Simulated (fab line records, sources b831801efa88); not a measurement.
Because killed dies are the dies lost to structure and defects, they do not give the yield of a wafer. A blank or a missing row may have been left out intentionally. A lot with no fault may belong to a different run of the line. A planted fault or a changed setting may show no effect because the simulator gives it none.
fab line records / flow sky130
record: lots: 7 wafers: 21 lastDay: 50
route steps=708 shown METAL3@572 VIA3@573
lots untouched by any fault: they come from a run of this same line in which no faults occurred
startH: start of the lot's first displayed wafer, in hours after the record's first day / waitH: how many hours have passed since the lot's step before this one / " the same as in the row above / L1.1+2: one row covering several wafers at once / - no value present, or no start provided / * or withheld: withheld / < > ~ a bound
route shown NAME@n: a module of which the file shows steps, and the number in the route of the first / usual: average and standard deviation across the fault-free wafers / same: alike in all rows / chamber/n: place in a boat / sites: readings site by site / _std_site: how widely they spread, as a standard deviation / _edge_site: inner sites' mean taken away from outer sites' mean / radiusMm: for every site, how far away it sits from the centre of the wafer / mask NAME#n: copy n / behind: tool/chamber where the wafer was last shaped / hold: what put the lot on hold/how long, in hours/how the hold closed / device: the transistor (n, p or np) that didn't switch / end of line: tests run on the same wafers once the route is complete / step lacking rows: just its recipe / killed: count of dies lost to structure and defects at first sort (not the wafer's yield) / map: a wafer's dies, x killed, . not, _ none there
set.NAME: the run value of the setting; set.NAME@STEP: its run value at that earlier step / model.NAME: the simulator's own value behind a step, which no gauge read
lots seen at some steps along the route; tables by step, rows by wafer
services: when a tool's chamber went out of use (startH, in hours from the record's first day, below 0 if earlier), for how many hours, and the reason
== steps ==
step: SKY_METAL3_CLEAN_22
recipe: chemistry: O3/DIW dry: n2Spin
step: SKY_VIA3_HDPCVD_00
recipe: material: SiO2 targetThkNm: 1635 sigmaOpenFrac: 0.3 timeS: 272.5 tempC: 400 sih4FlowSccm: 60 pressureMtorr: 6
step: SKY_VIA3_THK_MEAS_01
recipe: reads: SiO2_of_VIA3_HDPCVD_00
usual: VIA3_HDPCVD_THK: 1640/18
lot.wafer=L373.1 tool=filmMetro-01 chamber=- startH=909.27 waitH=0.1 VIA3_HDPCVD_THK[nm]=1624
lot.wafer=L373.4 tool=filmMetro-01 chamber=- startH=909.27 waitH=0.1 VIA3_HDPCVD_THK[nm]=1621
lot.wafer=L373.5 tool=filmMetro-01 chamber=- startH=909.27 waitH=0.1 VIA3_HDPCVD_THK[nm]=1631
lot.wafer=L382.1 tool=filmMetro-04 chamber=- startH=975.09 waitH=0.1 VIA3_HDPCVD_THK[nm]=1614
lot.wafer=L382.4 tool=filmMetro-04 chamber=- startH=975.09 waitH=0.1 VIA3_HDPCVD_THK[nm]=1629
lot.wafer=L382.5 tool=filmMetro-04 chamber=- startH=975.09 waitH=0.1 VIA3_HDPCVD_THK[nm]=1606
lot.wafer=L386.3 tool=filmMetro-01 chamber=- startH=1003.33 waitH=0.1 VIA3_HDPCVD_THK[nm]=1649
lot.wafer=L386.4 tool=filmMetro-01 chamber=- startH=1003.33 waitH=0.1 VIA3_HDPCVD_THK[nm]=1671
lot.wafer=L386.6 tool=filmMetro-01 chamber=- startH=1003.33 waitH=0.1 VIA3_HDPCVD_THK[nm]=1663
lot.wafer=L387.2 tool=filmMetro-01 chamber=- startH=1010.44 waitH=0.1 VIA3_HDPCVD_THK[nm]=1654
lot.wafer=L387.3 tool=filmMetro-01 chamber=- startH=1010.44 waitH=0.1 VIA3_HDPCVD_THK[nm]=1641
lot.wafer=L387.4 tool=filmMetro-01 chamber=- startH=1010.44 waitH=0.1 VIA3_HDPCVD_THK[nm]=1631
lot.wafer=L388.3 tool=filmMetro-02 chamber=- startH=1020.10 waitH=0.1 VIA3_HDPCVD_THK[nm]=1638
lot.wafer=L388.5 tool=filmMetro-02 chamber=- startH=1020.10 waitH=0.1 VIA3_HDPCVD_THK[nm]=1621
lot.wafer=L388.6 tool=filmMetro-02 chamber=- startH=1020.10 waitH=0.1 VIA3_HDPCVD_THK[nm]=1616
lot.wafer=L391.1 tool=filmMetro-02 chamber=- startH=1041.55 waitH=0.1 VIA3_HDPCVD_THK[nm]=1657
lot.wafer=L391.2 tool=filmMetro-02 chamber=- startH=1041.55 waitH=0.1 VIA3_HDPCVD_THK[nm]=1625
lot.wafer=L391.6 tool=filmMetro-02 chamber=- startH=1041.55 waitH=0.1 VIA3_HDPCVD_THK[nm]=1637
lot.wafer=L392.4 tool=filmMetro-02 chamber=- startH=1042.96 waitH=0.0 VIA3_HDPCVD_THK[nm]=1657
lot.wafer=L392.5 tool=filmMetro-02 chamber=- startH=1042.96 waitH=0.0 VIA3_HDPCVD_THK[nm]=1628
lot.wafer=L392.6 tool=filmMetro-02 chamber=- startH=1042.96 waitH=0.0 VIA3_HDPCVD_THK[nm]=1650
step: SKY_VIA3_CMP_02
recipe: material: SiO2 downForcePsi: 4 platenRpm: 60 padVelocityMS: 0.94248
usual: motorCurrentA: 11.7/1.7
lot.wafer=L373.1 tool=cmp-02 chamber=0 startH=909.38 waitH=0.1 motorCurrentA=10.3
lot.wafer=L373.4 tool=cmp-02 chamber=2 startH=909.38 waitH=0.1 motorCurrentA=13.1
lot.wafer=L373.5 tool=cmp-02 chamber=3 startH=909.38 waitH=0.1 motorCurrentA=11.3
lot.wafer=L382.4 tool=cmp-01 chamber=3 startH=975.23 waitH=0.1 motorCurrentA=12.5
lot.wafer=L382.1 tool=cmp-01 chamber=0 startH=975.23 waitH=0.1 motorCurrentA=13.6
lot.wafer=L382.5 tool=cmp-01 chamber=3 startH=975.23 waitH=0.1 motorCurrentA=12.4
lot.wafer=L386.3 tool=cmp-01 chamber=3 startH=1003.42 waitH=0.1 motorCurrentA=12.7
lot.wafer=L386.4 tool=cmp-01 chamber=1 startH=1003.42 waitH=0.1 motorCurrentA=10.3
lot.wafer=L386.6 tool=cmp-01 chamber=3 startH=1003.42 waitH=0.1 motorCurrentA=12.6
lot.wafer=L387.4 tool=cmp-02 chamber=0 startH=1010.65 waitH=0.2 motorCurrentA=10.2
lot.wafer=L387.2 tool=cmp-02 chamber=2 startH=1010.65 waitH=0.2 motorCurrentA=13.3
lot.wafer=L387.3 tool=cmp-02 chamber=3 startH=1010.65 waitH=0.2 motorCurrentA=12.0
lot.wafer=L388.3 tool=cmp-01 chamber=0 startH=1020.19 waitH=0.1 motorCurrentA=13.2
lot.wafer=L388.6 tool=cmp-01 chamber=3 startH=1020.19 waitH=0.1 motorCurrentA=12.0
lot.wafer=L388.5 tool=cmp-01 chamber=0 startH=1020.19 waitH=0.1 motorCurrentA=14.1
lot.wafer=L391.2 tool=cmp-01 chamber=0 startH=1041.66 waitH=0.1 motorCurrentA=13.9
lot.wafer=L391.1 tool=cmp-01 chamber=2 startH=1041.66 waitH=0.1 motorCurrentA=9.0
lot.wafer=L391.6 tool=cmp-01 chamber=3 startH=1041.66 waitH=0.1 motorCurrentA=12.1
lot.wafer=L392.4 tool=cmp-01 chamber=3 startH=1043.04 waitH=0.1 motorCurrentA=12.6
lot.wafer=L392.6 tool=cmp-01 chamber=2 startH=1043.04 waitH=0.1 motorCurrentA=8.3
lot.wafer=L392.5 tool=cmp-01 chamber=3 startH=1043.04 waitH=0.1 motorCurrentA=13.3
step: SKY_VIA3_BOW_MEAS_03
recipe: mode: bow
usual: VIA3_BOW: 80/7.2
lot.wafer=L373.1 tool=filmMetro-01 chamber=- startH=909.63 waitH=0.2 VIA3_BOW[um]=84
lot.wafer=L373.4 tool=filmMetro-01 chamber=- startH=909.63 waitH=0.2 VIA3_BOW[um]=80
lot.wafer=L373.5 tool=filmMetro-01 chamber=- startH=909.63 waitH=0.2 VIA3_BOW[um]=78
lot.wafer=L382.1 tool=filmMetro-02 chamber=- startH=975.53 waitH=0.2 VIA3_BOW[um]=89
lot.wafer=L382.4 tool=filmMetro-02 chamber=- startH=975.53 waitH=0.2 VIA3_BOW[um]=92
lot.wafer=L382.5 tool=filmMetro-02 chamber=- startH=975.53 waitH=0.2 VIA3_BOW[um]=78
lot.wafer=L386.3 tool=filmMetro-04 chamber=- startH=1003.71 waitH=0.2 VIA3_BOW[um]=78
lot.wafer=L386.4 tool=filmMetro-04 chamber=- startH=1003.71 waitH=0.2 VIA3_BOW[um]=87
lot.wafer=L386.6 tool=filmMetro-04 chamber=- startH=1003.71 waitH=0.2 VIA3_BOW[um]=78
lot.wafer=L387.2 tool=filmMetro-04 chamber=- startH=1010.97 waitH=0.2 VIA3_BOW[um]=84
lot.wafer=L387.3 tool=filmMetro-04 chamber=- startH=1010.97 waitH=0.2 VIA3_BOW[um]=89
lot.wafer=L387.4 tool=filmMetro-04 chamber=- startH=1010.97 waitH=0.2 VIA3_BOW[um]=86
lot.wafer=L388.3 tool=filmMetro-02 chamber=- startH=1020.52 waitH=0.3 VIA3_BOW[um]=79
lot.wafer=L388.5 tool=filmMetro-02 chamber=- startH=1020.52 waitH=0.3 VIA3_BOW[um]=74
lot.wafer=L388.6 tool=filmMetro-02 chamber=- startH=1020.52 waitH=0.3 VIA3_BOW[um]=67
lot.wafer=L391.1 tool=filmMetro-04 chamber=- startH=1041.91 waitH=0.1 VIA3_BOW[um]=78
lot.wafer=L391.2 tool=filmMetro-04 chamber=- startH=1041.91 waitH=0.1 VIA3_BOW[um]=84
lot.wafer=L391.6 tool=filmMetro-04 chamber=- startH=1041.91 waitH=0.1 VIA3_BOW[um]=80
lot.wafer=L392.4 tool=filmMetro-01 chamber=- startH=1043.35 waitH=0.3 VIA3_BOW[um]=63
lot.wafer=L392.5 tool=filmMetro-01 chamber=- startH=1043.35 waitH=0.3 VIA3_BOW[um]=69
lot.wafer=L392.6 tool=filmMetro-01 chamber=- startH=1043.35 waitH=0.3 VIA3_BOW[um]=63
step: SKY_VIA3_DEHYDRATE_04
recipe: tempC: 200 timeS: 60
step: SKY_VIA3_HMDS_05
recipe: primeTimeS: 60 primeTempC: 120
step: SKY_VIA3_COAT_06
recipe: resist: BARC tempC: withheld timeS: withheld spinRpm: 3000 resistThkNm: 60
step: SKY_VIA3_COAT_07
recipe: resist: KrF-thick spinRpm: 3000 resistThkNm: 450
step: SKY_VIA3_SOFTBAKE_08
recipe: tempC: 100 timeS: 90 resist: KrF-thick
step: SKY_VIA3_EXPOSE_09
recipe: maskId: VIM3 na: 0.8 sourceShape: annular sigmaInner: 0.55 sigmaOuter: 0.85 targetCdNm: 200 doseMj: 38
step: SKY_VIA3_PEB_10
recipe: pebTempC: withheld pebTimeS: withheld resist: KrF-thick
step: SKY_VIA3_DEVELOP_11
recipe: developTimeS: 60 resist: KrF-thick devTempC: 21
usual: chillPlateTempC: 22.99/0.11 developTimeS: 60/0 exhaustPa: 45.0/0.89
lot.wafer=L373.1 tool=lithoTrack-03 chamber=0 startH=933 waitH=- chillPlateTempC=23.01 developTimeS=60 exhaustPa=44.4 model.KrF-thick_of_VIA3_COAT_07.thkNm=435
lot.wafer=L373.4 tool=lithoTrack-03 chamber=0 startH=933 waitH=- chillPlateTempC=23.05 developTimeS=60 exhaustPa=44.2 model.KrF-thick_of_VIA3_COAT_07.thkNm=435.4
lot.wafer=L373.5 tool=lithoTrack-03 chamber=0 startH=933 waitH=- chillPlateTempC=22.97 developTimeS=60 exhaustPa=44.5 model.KrF-thick_of_VIA3_COAT_07.thkNm=436.2
lot.wafer=L382.1 tool=lithoTrack-01 chamber=0 startH=999 waitH=- chillPlateTempC=23.02 developTimeS=60 exhaustPa=45.0 model.KrF-thick_of_VIA3_COAT_07.thkNm=438.9
lot.wafer=L382.4 tool=lithoTrack-01 chamber=0 startH=999 waitH=- chillPlateTempC=23.11 developTimeS=60 exhaustPa=45.8 model.KrF-thick_of_VIA3_COAT_07.thkNm=439
lot.wafer=L382.5 tool=lithoTrack-01 chamber=0 startH=999 waitH=- chillPlateTempC=22.88 developTimeS=60 exhaustPa=44.2 model.KrF-thick_of_VIA3_COAT_07.thkNm=438.6
lot.wafer=L386.3 tool=lithoTrack-01 chamber=- startH=1026 waitH=- chillPlateTempC=- developTimeS=- exhaustPa=- model.KrF-thick_of_VIA3_COAT_07.thkNm=450.9
lot.wafer=L386.4 tool=lithoTrack-01 chamber=- startH=1026 waitH=- chillPlateTempC=- developTimeS=- exhaustPa=- model.KrF-thick_of_VIA3_COAT_07.thkNm=449.9
lot.wafer=L386.6 tool=lithoTrack-01 chamber=- startH=1026 waitH=- chillPlateTempC=- developTimeS=- exhaustPa=- model.KrF-thick_of_VIA3_COAT_07.thkNm=451.1
lot.wafer=L387.2 tool=lithoTrack-04 chamber=- startH=1033 waitH=- chillPlateTempC=- developTimeS=- exhaustPa=- model.KrF-thick_of_VIA3_COAT_07.thkNm=449.7
lot.wafer=L387.3 tool=lithoTrack-04 chamber=- startH=1033 waitH=- chillPlateTempC=- developTimeS=- exhaustPa=- model.KrF-thick_of_VIA3_COAT_07.thkNm=452
lot.wafer=L387.4 tool=lithoTrack-04 chamber=- startH=1033 waitH=- chillPlateTempC=- developTimeS=- exhaustPa=- model.KrF-thick_of_VIA3_COAT_07.thkNm=450
lot.wafer=L388.3 tool=lithoTrack-03 chamber=- startH=1043 waitH=- chillPlateTempC=- developTimeS=- exhaustPa=- model.KrF-thick_of_VIA3_COAT_07.thkNm=450.1
lot.wafer=L388.5 tool=lithoTrack-03 chamber=- startH=1043 waitH=- chillPlateTempC=- developTimeS=- exhaustPa=- model.KrF-thick_of_VIA3_COAT_07.thkNm=449.6
lot.wafer=L388.6 tool=lithoTrack-03 chamber=- startH=1043 waitH=- chillPlateTempC=- developTimeS=- exhaustPa=- model.KrF-thick_of_VIA3_COAT_07.thkNm=450.1
lot.wafer=L391.1 tool=lithoTrack-03 chamber=0 startH=1063 waitH=- chillPlateTempC=23.13 developTimeS=60 exhaustPa=44.0 model.KrF-thick_of_VIA3_COAT_07.thkNm=436.4
lot.wafer=L391.2 tool=lithoTrack-03 chamber=0 startH=1064 waitH=- chillPlateTempC=23.19 developTimeS=60 exhaustPa=43.4 model.KrF-thick_of_VIA3_COAT_07.thkNm=437.9
lot.wafer=L391.6 tool=lithoTrack-03 chamber=0 startH=1064 waitH=- chillPlateTempC=22.98 developTimeS=60 exhaustPa=45.0 model.KrF-thick_of_VIA3_COAT_07.thkNm=436
lot.wafer=L392.4 tool=lithoTrack-01 chamber=0 startH=1065 waitH=- chillPlateTempC=23.19 developTimeS=60 exhaustPa=45.2 model.KrF-thick_of_VIA3_COAT_07.thkNm=434.7
lot.wafer=L392.5 tool=lithoTrack-01 chamber=0 startH=1065 waitH=- chillPlateTempC=23.19 developTimeS=60 exhaustPa=44.7 model.KrF-thick_of_VIA3_COAT_07.thkNm=434.3
lot.wafer=L392.6 tool=lithoTrack-01 chamber=0 startH=1065 waitH=- chillPlateTempC=23.20 developTimeS=60 exhaustPa=43.7 model.KrF-thick_of_VIA3_COAT_07.thkNm=434.7
step: SKY_VIA3_CD_MEAS_12
recipe: targetCdNm: 200
usual: cdNm: 199.7/1.4
lot.wafer=L373.1 tool=cdSem-01 chamber=- startH=933.98 waitH=- cdNm=199.8
lot.wafer=L373.4 tool=cdSem-01 chamber=- startH=933.98 waitH=- cdNm=198.9
lot.wafer=L373.5 tool=cdSem-01 chamber=- startH=933.98 waitH=- cdNm=199.9
lot.wafer=L382.1 tool=cdSem-02 chamber=- startH=999.44 waitH=- cdNm=201.1
lot.wafer=L382.4 tool=cdSem-02 chamber=- startH=999.44 waitH=- cdNm=199.9
lot.wafer=L382.5 tool=cdSem-02 chamber=- startH=999.44 waitH=- cdNm=200.7
lot.wafer=L386.3 tool=cdSem-02 chamber=- startH=1026.18 waitH=- cdNm=-
lot.wafer=L386.4 tool=cdSem-02 chamber=- startH=1026.18 waitH=- cdNm=-
lot.wafer=L386.6 tool=cdSem-02 chamber=- startH=1026.18 waitH=- cdNm=-
lot.wafer=L387.2 tool=cdSem-01 chamber=- startH=1033.71 waitH=- cdNm=-
lot.wafer=L387.3 tool=cdSem-01 chamber=- startH=1033.71 waitH=- cdNm=-
lot.wafer=L387.4 tool=cdSem-01 chamber=- startH=1033.71 waitH=- cdNm=-
lot.wafer=L388.3 tool=cdSem-01 chamber=- startH=1043.52 waitH=- cdNm=-
lot.wafer=L388.5 tool=cdSem-01 chamber=- startH=1043.52 waitH=- cdNm=-
lot.wafer=L388.6 tool=cdSem-01 chamber=- startH=1043.52 waitH=- cdNm=-
lot.wafer=L391.1 tool=cdSem-01 chamber=- startH=1064.13 waitH=- cdNm=198.2
lot.wafer=L391.2 tool=cdSem-01 chamber=- startH=1064.13 waitH=- cdNm=198.0
lot.wafer=L391.6 tool=cdSem-01 chamber=- startH=1064.13 waitH=- cdNm=201.3
lot.wafer=L392.4 tool=cdSem-02 chamber=- startH=1065.25 waitH=- cdNm=199.5
lot.wafer=L392.5 tool=cdSem-02 chamber=- startH=1065.25 waitH=- cdNm=198.4
lot.wafer=L392.6 tool=cdSem-02 chamber=- startH=1065.25 waitH=- cdNm=198.5
== services ==
tool=cmp-01 chamber=- startH=919.23 hours=4.0 kind=pm
tool=cmp-01 chamber=- startH=923.23 hours=- kind=consumableReplace:conditioner
tool=cmp-01 chamber=- startH=923.23 hours=- kind=consumableReplace:pad
tool=cmp-01 chamber=- startH=933.86 hours=1.7 kind=repair
tool=cmp-02 chamber=- startH=962.55 hours=4.4 kind=pm
tool=cmp-02 chamber=- startH=973.63 hours=6.0 kind=pm
tool=cmp-01 chamber=- startH=973.83 hours=0.5 kind=repair
tool=cmp-02 chamber=- startH=1000.58 hours=3.7 kind=repair
tool=cmp-01 chamber=- startH=1007.47 hours=3.8 kind=repair
== key ==
firstSign: step: SKY_VIA3_DEVELOP_11 reading: toolRecord direction: missing
effect none on later readings
modelEffect: step: SKY_VIA3_DEVELOP_11 value: KrF-thick_of_VIA3_COAT_07.thkNm without: 436.3 struck: 450.4
metAt SKY_VIA3_DEVELOP_11
struckWafers L386.3,L386.4,L386.6,L387.2,L387.3,L387.4,L388.3,L388.5,L388.6
laterRowsLeftOut L386.3,L386.4,L386.6,L387.2,L387.3,L387.4,L388.3,L388.5,L388.6
sortLeftOut L386.3,L386.4,L386.6,L387.2,L387.3,L387.4,L388.3,L388.5,L388.6
onsetBetween 999 1026
fault: kind: skippedStepWhole tool: lithoTrack-01,lithoTrack-03,lithoTrack-04 chamber: - onsetH: 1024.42 steps: SKY_VIA3_DEVELOP_11 scope: struckLotsOnly
sortLeftOut: the simulated sort isn't trusted on such a fault, so these wafers' sort isn't shown, and their yield isn't known
laterRowsLeftOut: the simulator's readings of these wafers behind a module that went badly wrong aren't trusted and aren't shown, but for the sort
